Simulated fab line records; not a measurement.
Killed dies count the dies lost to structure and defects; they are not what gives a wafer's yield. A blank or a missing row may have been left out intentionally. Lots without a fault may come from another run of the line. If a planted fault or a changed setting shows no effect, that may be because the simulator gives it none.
Struck lot and sound lot, side by side / flow gf180mcu / 36 steps out of a route of 602
Sound: wafers L324.1, L324.2, L324.6. Struck: wafer L312.2 (left out: L312.6, a lot-mate that was not struck); the cause follows at the end.
Each step with rows lists, per side, the tool, then ch with its chambers, then its first start. Under that, the readings that differ: sound wafers / struck wafers / difference of the means / sigmas: that difference in standard deviations of wafers without a fault.
alike: same words and numbers on both sides, and readings whose means sit less than 2 such deviations apart. not compared: any withheld reading, any reading some wafer has no value for, any bound like >300 that may hide the same value, and any number with overlapping values for which the record gives no deviation.
Wherever a step has rows on one side only, a row that says differs or no value, or a row with sigmas, the two part there. Non-overlapping numbers with no deviation appear without sigmas and do not part them. A reading missing from all wafers of one side parts the sides only when that side holds two or more wafers.

first, 2 steps without rows for these wafers: GF_M1_PEB_12 (peb time 90 s); GF_M1_DEVELOP_13 (develop time 60 s).
GF_M1_CD_MEAS_14: target cd 230 nm.
  struck on cd sem-02, day 17 16:35; sound on cd sem-02, day 22 04:59
  alike: cd nm
GF_M1_OVL_MEAS_15:
  struck on overlay-02, day 17 16:41; sound on overlay-02, day 22 05:06
  alike: M1_OVL
then, 5 steps without rows for these wafers: GF_M1_METAL_ETCH_16 (etches the open film in Cl2/BCl3, stops on SiO2, target depth 750.8 nm, time 125.1 s); GF_M1_STRIP_17 (strips in O2/N2); GF_M1_STRIP_18 (strips in post etch residue remover, time 1200 s); GF_M1_CLEAN_19 (cleans in DIW); GF_V1_CVD_00 (deposits SiO2, target thk 600 nm, time 100 s).
GF_V1_THK_MEAS_01:
  struck on film metro-03, day 17 17:30; sound on film metro-02, day 22 05:52
reading=V1_CVD_00_THK (nm); sound=605 616 609; struck=592; difference=-18; sigmas=-2
then, 1 step without rows for these wafers: GF_V1_CVD_02 (deposits SiO2 from TEOS, target thk 850 nm, time 94.851 s).
GF_V1_THK_MEAS_03:
  struck on film metro-03, day 17 17:38; sound on film metro-03, day 22 06:00
  alike: V1_CVD_02_THK
GF_V1_CMP_04: polishes SiO2.
  sound on cmp-01 ch 2,3, day 22 06:04; struck on cmp-01 ch 2, day 17 17:44
reading=time to endpoint s (s); sound=75 81 83; struck=102; difference=+22; sigmas=+4
reading=model.SiO2_of_V1_CVD_02.thk nm (nm); sound=632.4 634.1 633.1; struck=571.8; difference=-61.4; sigmas=
  alike: motor current A, slurry flow ml min
GF_V1_BOW_MEAS_05:
  struck on film metro-02, day 17 18:00; sound on film metro-03, day 22 06:22
  alike: V1_BOW
then, 8 steps without rows for these wafers: GF_V1_DEHYDRATE_06 (time 60 s); GF_V1_HMDS_07 (prime time 60 s); GF_V1_COAT_08; GF_V1_COAT_09 (resist thk 1000 nm); GF_V1_SOFTBAKE_10 (time 60 s); GF_V1_EXPOSE_11 (exposes mask Via1, target cd 260 nm); GF_V1_PEB_12 (peb time 90 s); GF_V1_DEVELOP_13 (develop time 60 s).
GF_V1_CD_MEAS_14: target cd 260 nm.
  struck on cd sem-02, day 18 17:06; sound on cd sem-02, day 23 04:07
  alike: cd nm
GF_V1_OVL_MEAS_15:
  struck on overlay-02, day 18 17:12; sound on overlay-02, day 23 04:14
  alike: V1_OVL
GF_V1_ETCH_16: etches BARC in N2/H2.
  sound on rie diel-02 ch 0,2,3, day 23 04:16; struck on rie diel-02 ch 2, day 18 17:14
  alike: drypump motor current A, oes product au, rf fwd power W, throttle valve pct
GF_V1_ETCH_17: etches SiO2 in C4F8/O2/Ar, stops on TiN, target depth 630 nm.
  sound: rie diel-02 ch 0,2,3; struck: rie diel-02 ch 2
reading=oes product au (a.u.); sound=0.850 0.852 0.863; struck=0.809; difference=-0.046; sigmas=-10
reading=model.etch.depth nm (nm); sound=632.4 634.1 633.1; struck=571.8; difference=-61.4; sigmas=
reading=model.V1.feature depth nm (nm); sound=632.4 634.1 633.1; struck=571.8; difference=-61.4; sigmas=
  alike: rf fwd power W
GF_V1_STRIP_18: strips in O2/N2.
  sound on plasma asher-02 ch 0,1, day 23 04:24; struck on plasma asher-02 ch 0, day 18 17:22
  alike: drypump motor current A, heater power w, oes product au
  not compared: rf hours counter h
then, 2 steps without rows for these wafers: GF_V1_STRIP_19 (strips in post etch residue remover, time 1200 s); GF_V1_CLEAN_20 (cleans in DIW).
GF_V1_SPUTTER_21: material Ti, target thk 15 nm, time 80.02 s.
  struck on pvd sputter-03, day 18 17:56; sound on pvd sputter-02, day 23 04:56
  alike: substrate temp c, throttle valve pct
GF_V1_SPUTTER_22: material TiN, target thk 10 nm, time 40 s.
  struck on pvd sputter-03, day 18 17:59; sound on pvd sputter-02, day 23 04:59
  alike: throttle valve pct
GF_V1_CVD_23: deposits W, target thk 350 nm, time 105.05 s.
  sound on cvd w-01 ch 0,1, day 23 05:02; struck on cvd w-02 ch 1, day 18 18:02
  alike: heater power w
GF_V1_RS_MEAS_24: uses a four-point probe to measure.
  struck on film metro-03, day 18 18:10; sound on film metro-01, day 23 05:08
  alike: V1_W_RS
GF_V1_THK_MEAS_25: measures by xrf.
  struck on film metro-03, day 18 18:16; sound on film metro-01, day 23 05:16
  alike: V1_W_THK
GF_V1_CMP_26: polishes, stops on SiO2, t overpolish 15 s, target thk 0 nm.
  sound on cmp-01 ch 2,3, day 23 05:38; struck on cmp-02 ch 1, day 18 18:25
reading=model.SiO2_of_V1_CVD_02.thk nm (nm); sound=628.6 630.4 629.3; struck=568.1; difference=-61.3; sigmas=
  alike: motor current A, slurry flow ml min
then, 1 step without rows for these wafers: GF_M2_SPUTTER_00 (material Ti, target thk 37.5 nm, time 150 s).

== WHERE THEY PART ==
Last at GF_V1_ETCH_17 as far as this record goes, first at GF_V1_THK_MEAS_01. Later steps at which nothing parts them and some readings are alike: GF_V1_STRIP_18, GF_V1_SPUTTER_21, GF_V1_SPUTTER_22, GF_V1_CVD_23, GF_V1_RS_MEAS_24, GF_V1_THK_MEAS_25, GF_V1_CMP_26.

WHY: what the simulator had put in
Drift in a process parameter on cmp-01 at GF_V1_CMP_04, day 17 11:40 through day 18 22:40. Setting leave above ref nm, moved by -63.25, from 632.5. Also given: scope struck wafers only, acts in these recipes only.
